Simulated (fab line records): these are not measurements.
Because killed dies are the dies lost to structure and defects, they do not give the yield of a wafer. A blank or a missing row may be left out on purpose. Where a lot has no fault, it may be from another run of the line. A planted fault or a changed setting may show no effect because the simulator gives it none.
Split-lot trial	flow sky130	on a route of 708 steps: 5 lots, 23 wafers read

SPLIT DETAILS
At SKY_METAL3_COAT_08 (resist thk 1140 nm), the setting resistThkNm was moved away from the recipe's 1140 nm on 10 of the 23 wafers read, by +2.4% to +3.4%. This setting was run at the recipe's value on the other wafers.

FROM THE SPLIT TO THE READING: what the file shows between them, 3 steps
- SKY_METAL3_ETCH_16: etches BARC in N2/H2, stops on SiO2, time 88.2 s, target depth 60 nm (also split here: biasW)
- SKY_METAL3_ETCH_17: etches SiO2 in C4F8/O2/Ar, stops on TiN, time 3.9 s, target depth 15 nm
- SKY_METAL3_METAL_ETCH_18: etches the open film in Cl2/BCl3, stops on SiO2, target depth 845 nm, time 183.1 s

THE READING
oesProductAu, in a.u., at SKY_METAL3_STRIP_19 (strips in O2/N2). Typical for fault-free wafers on this fab line: 0.504 a.u., with standard deviation 0.0058 a.u.

wafer	tool, chamber at the split	resistThkNm as run, nm	against the recipe	oesProductAu, a.u.	against lot-mates on the recipe
L074.1	lithoTrack-03, 0	1140	recipe	0.508	-
L074.2	lithoTrack-03, 0	1140	recipe	0.509	-
L074.3	lithoTrack-03, 0	1175	+3.1%	0.530	+0.021
L074.4	lithoTrack-03, 0	1140	recipe	0.510	-
L074.5	lithoTrack-03, 0	1175	+3.1%	0.521	+0.012
L075.1	lithoTrack-02, 0	1140	recipe	0.499	-
L075.2	lithoTrack-02, 0	1167	+2.4%	0.514	+0.015
L075.3	lithoTrack-02, 0	1140	recipe	0.496	-
L075.4	lithoTrack-02, 0	1140	recipe	0.503	-
L075.5	lithoTrack-02, 0	1167	+2.4%	0.519	+0.020
L077.1	lithoTrack-04, 0	1140	recipe	0.503	-
L077.2	lithoTrack-04, 0	1140	recipe	0.504	-
L077.3	lithoTrack-04, 0	1179	+3.4%	0.520	+0.016
L077.5	lithoTrack-04, 0	1179	+3.4%	0.515	+0.011
L077.6	lithoTrack-04, 0	1179	+3.4%	0.526	+0.022
L078.3	lithoTrack-04, 0	1140	recipe	0.499	-
L078.4	lithoTrack-04, 0	1140	recipe	0.508	-
L078.5	lithoTrack-04, 0	1140	recipe	0.508	-
L080.1	lithoTrack-04, 0	1140	recipe	0.498	-
L080.2	lithoTrack-04, 0	1168	+2.5%	0.512	+0.012
L080.3	lithoTrack-04, 0	1168	+2.5%	0.509	+0.009
L080.4	lithoTrack-04, 0	1140	recipe	0.503	-
L080.5	lithoTrack-04, 0	1168	+2.5%	0.512	+0.012

FIT RESULTS
A straight line over all 23 wafers: oesProductAu changes by +0.0051 a.u. for each +1% of resistThkNm; r = +0.84; the points scatter about the line by 0.0051 a.u.
The same after taking each lot's own level away (the mean of its wafers on the recipe; 23 wafers): +0.00517 a.u. for each +1%; r = +0.91; scatter 0.0036 a.u.
The reading moves by 0.018 a.u. for the largest change in resistThkNm, on that fit.
Across the lots, their own levels run from 0.4993 to 0.5090 a.u., a range of 1.7 times the standard deviation given above.
Hence the lot-to-lot level has little effect on the slope; both slopes agree.
Check: +0.018 a.u. against its lot-mates is what the line predicts for one of the wafers moved furthest among these (+3.4%) when that wafer is left out of the fit. It came out at +0.0165 a.u. against them.

OTHER SPLITS ON THESE WAFERS
Before the reading, these wafers also passed through other splits. Each is held against what the fit with the lots' levels taken away leaves over:
other split on the same wafers	wafers away from the commonest value	r with oesProductAu (lot level and that fit taken away)
SKY_CAPM_METAL_ETCH_13 timeS	12	+0.15
SKY_METAL3_ETCH_16 biasW	10	-0.08

THE WHOLE CHAIN: every reading that the file lists as answering this split, in the file's order
step	what it does	reading	change (the file's fit)	r (the file's)
SKY_METAL3_COAT_08	resist thk 1140 nm	KrF-thick_of_METAL3_COAT_08.thkNm (the simulator's own value, which no gauge read)	+11.3 nm for each +1% of the setting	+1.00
SKY_METAL3_STRIP_19	strips in O2/N2	oesProductAu	+0.00532 a.u. for each +1% of the setting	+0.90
SKY_METAL3_STRIP_19	strips in O2/N2	stripTimeToEndpointS	withheld for each +1% of the setting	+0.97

THE FILE'S OWN FIT
oesProductAu changes by +0.00532 a.u. for each +1% of resistThkNm, r = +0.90.
